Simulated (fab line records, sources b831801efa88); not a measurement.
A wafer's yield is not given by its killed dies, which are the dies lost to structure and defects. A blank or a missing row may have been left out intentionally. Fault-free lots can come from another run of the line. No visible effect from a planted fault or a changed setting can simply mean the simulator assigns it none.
Matching of chambers | flow sky130 | 4 sister chambers for SKY_VIA2_CMP_02 on cmp-01
The step polishes SiO2. 8 wafers are shown with their chamber, then 8 later ones without.

EACH WAFER AND ITS CHAMBER
wafer  | chamber | motor-current-A (A)
L884.2 | 3       | 12.8
L886.1 | 1       | 12.0
L886.2 | 3       | 12.3
L886.6 | 2       | 12.7
L889.3 | 2       | 12.6
L889.4 | 1       | 11.8
L889.6 | 0       | 11.0
L890.1 | 0       | 11.4

WAFERS MISSING THEIR CHAMBER
wafer  | motor-current-A (A)
L890.2 | 10.9
L890.3 | 12.0
L893.4 | 12.9
L893.5 | 11.6
L893.6 | 12.5
L904.1 | 11.1
L904.2 | 12.1
L904.4 | 11.6

EACH ONE'S CHAMBER
wafer  | from the rows above          | in truth
L890.2 | 0                            | 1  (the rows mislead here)
L890.3 | can't be placed: 1 or 3      | 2
L893.4 | can't be placed: 2 or 3      | 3
L893.5 | can't be placed: 1 or 0      | 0
L893.6 | can't be placed: 3 or 2      | 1
L904.1 | 0                            | 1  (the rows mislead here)
L904.2 | can't be placed: 1 or 3 or 2 | 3
L904.4 | can't be placed: 1 or 0      | 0
0 of 8 placed correctly. From these rows, 6 cannot be placed; in 4 the true chamber is one of the candidates. Wrongly placed: 2.
How it was worked out, from the rows above alone: a wafer's distance from a chamber is the root of the sum, over the readings, of the square of ((its reading less the chamber's mean) divided by the reading's scatter). The wafer belongs to the nearest chamber; if the next one is less than 2 further off, it can't be placed. A chamber's mean is the mean of its shown wafers. How the scatter is found: for the shown wafers, subtract from each reading the mean of its chamber, square and add these, divide the total by (wafers less chambers), then take the root.
